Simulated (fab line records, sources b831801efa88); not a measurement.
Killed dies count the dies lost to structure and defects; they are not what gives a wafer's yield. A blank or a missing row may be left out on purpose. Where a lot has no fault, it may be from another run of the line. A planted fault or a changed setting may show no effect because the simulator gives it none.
What tool caused it?    flow gf180mcu    42 wafers from 14 lots sampled at 4 of the route's 602 steps

WHAT THE GAUGES SHOWED, per wafer
GF_V1_RS_MEAS_24: measurement is done with a four-point probe. Usual: V1_W_RS typically reads 0.329 ohm/sq, with standard deviation 0.0049.
lot   measured      on             V1_W_RS (ohm/sq)   flag
L734  day 18 07:19  film-metro-04  0.324 0.334 0.327  
L735  day 19 00:46  film-metro-04  0.323 0.333 0.331  
L736  day 19 04:26  film-metro-01  0.326 0.327 0.336  
L737  day 19 17:43  film-metro-02  0.332 0.336 0.335  
L738  day 19 23:48  film-metro-02  0.328 0.326 0.334  
L739  day 20 15:52  film-metro-02  0.324 0.333 0.328  
L740  day 20 18:47  film-metro-01  0.323 0.332 0.326  
L744  day 22 11:36  film-metro-04  0.324 0.325 0.335  
L749  day 24 00:42  film-metro-02  0.335 0.331 0.331  
L753  day 25 08:46  film-metro-01  0.319 0.331 0.322  
L754  day 25 16:08  film-metro-04  0.333 0.333 0.325  
L755  day 26 03:23  film-metro-01  0.339 0.324 0.327  
L756  day 26 05:23  film-metro-04  0.328 0.330 0.322  
L757  day 26 11:23  film-metro-01  0.329 0.328 0.327  

GF_V2_CD_MEAS_14: target cd 260 nm. Usual: 260.3 nm for cd-nm, sd 1.2.
lot   measured      on         cd-nm (nm)         flag
L734  day 20 10:42  cd-sem-01  261.3 260.5 261.3  
L735  day 21 04:05  cd-sem-02  259.3 258.7 258.2  
L736  day 21 09:32  cd-sem-01  261.0 260.9 261.4  
L737  day 21 20:05  cd-sem-02  260.3 259.7 259.1  
L738  day 22 02:34  cd-sem-01  260.2 260.6 260.8  
L739  day 22 17:58  cd-sem-01  261.5 261.3 260.8  
L740  day 22 20:49  cd-sem-02  259.9 260.2 258.7  
L744  day 24 12:02  cd-sem-01  259.3 260.0 259.6  
L749  day 25 23:44  cd-sem-02  262.4 261.3 262.0  
L753  day 27 04:55  cd-sem-02  259.9 258.6 259.7  
L754  day 27 11:19  cd-sem-02  259.2 259.9 258.5  
L755  day 27 22:02  cd-sem-02  261.4 261.5 261.3  
L756  day 28 00:27  cd-sem-02  261.2 260.1 261.2  
L757  day 28 05:30  cd-sem-02  259.2 259.9 260.3  

TOOL THAT RAN EACH LOT (tool first, then ch and the chambers of the sampled wafers, then the start)
lot   GF_M2_SPUTTER_04              GF_M2_SOFTBAKE_10
L734  pvd-sputter-04, day 18 07:58  litho-track-04 ch 0, day 18 20:18
L735  pvd-sputter-04, day 19 01:26  litho-track-04 ch 0, day 19 13:59
L736  pvd-sputter-04, day 19 05:05  litho-track-02 ch 0, day 19 17:24
L737  pvd-sputter-04, day 19 18:21  litho-track-03 ch 0, day 20 07:14
L738  pvd-sputter-03, day 20 00:28  litho-track-04 ch 0, day 20 12:38
L739  pvd-sputter-02, day 20 16:30  litho-track-03 ch 0, day 21 04:40
L740  pvd-sputter-04, day 20 19:27  litho-track-03 ch 0, day 21 07:34
L744  pvd-sputter-04, day 22 12:12  litho-track-03 ch 0, day 23 00:11
L749  pvd-sputter-03, day 24 01:38  litho-track-03 ch 0, day 24 12:37
L753  pvd-sputter-02, day 25 09:22  litho-track-04 ch 0, day 25 19:45
L754  pvd-sputter-02, day 25 16:47  litho-track-04 ch 0, day 26 03:47
L755  pvd-sputter-02, day 26 04:02  litho-track-04 ch 0, day 26 13:51
L756  pvd-sputter-02, day 26 06:02  litho-track-04 ch 0, day 26 16:09
L757  pvd-sputter-04, day 26 12:01  litho-track-03 ch 0, day 26 22:17
- GF_M2_SPUTTER_04: material TiN, target thk 50 nm, time 41.7 s.
- GF_M2_SOFTBAKE_10: time 60 s.

WHAT THE TOOLS THEMSELVES READ (means of the sampled wafers that have a number; where no wafer has one, the mark that the record gives instead)
GF_M2_SPUTTER_04. Usual: 29.8 % for throttle-valve-pct, sd 1.1.
lot   tool            throttle-valve-pct (%)  flag
L734  pvd-sputter-04  29.5                    
L735  pvd-sputter-04  30.1                    
L736  pvd-sputter-04  29.5                    
L737  pvd-sputter-04  30.6                    
L738  pvd-sputter-03  29.3                    
L739  pvd-sputter-02  29.4                    
L740  pvd-sputter-04  31.2                    
L744  pvd-sputter-04  29.7                    
L749  pvd-sputter-03  29.4                    
L753  pvd-sputter-02  28.9                    
L754  pvd-sputter-02  28.8                    
L755  pvd-sputter-02  29.9                    
L756  pvd-sputter-02  30.0                    
L757  pvd-sputter-04  30.4                    

GF_M2_SOFTBAKE_10. Usual: 89.27 s for run-length-s, sd 0.12.
lot   tool            run-length-s (s)  flag
L734  litho-track-04  89.24             
L735  litho-track-04  89.32             
L736  litho-track-02  89.28             
L737  litho-track-03  89.34             
L738  litho-track-04  89.23             
L739  litho-track-03  89.22             
L740  litho-track-03  89.46             
L744  litho-track-03  96.87             OFF
L749  litho-track-03  96.77             OFF
L753  litho-track-04  89.16             
L754  litho-track-04  89.14             
L755  litho-track-04  89.20             
L756  litho-track-04  89.19             
L757  litho-track-03  89.24             

THE ANSWER, worked out from the rows above alone
Rule: take the mean of a lot's wafers that have a number; if it is more than 3 standard deviations from the usual mean, the lot is off. Also off: a lot with no number at a reading for which 4 or more lots have one. Where the step has rows for the other lots, those lots are counted as sound. Order of review: gauges by route order, followed by the tools' own readings, for which a lot's mean as printed above is used. The first step at which some lot is off is used, and at that step the reading that is off furthest; a lot without a number counts as furthest.
Off: L744, L749 (GF_M2_SOFTBAKE_10, run-length-s).
If a tool, at that step or one of the process steps before it, ran each lot that is off and ran no sound lot following the first of them, it fits. Not one of the candidates tried fits.

WHAT WAS PUT IN BY THE SIMULATOR
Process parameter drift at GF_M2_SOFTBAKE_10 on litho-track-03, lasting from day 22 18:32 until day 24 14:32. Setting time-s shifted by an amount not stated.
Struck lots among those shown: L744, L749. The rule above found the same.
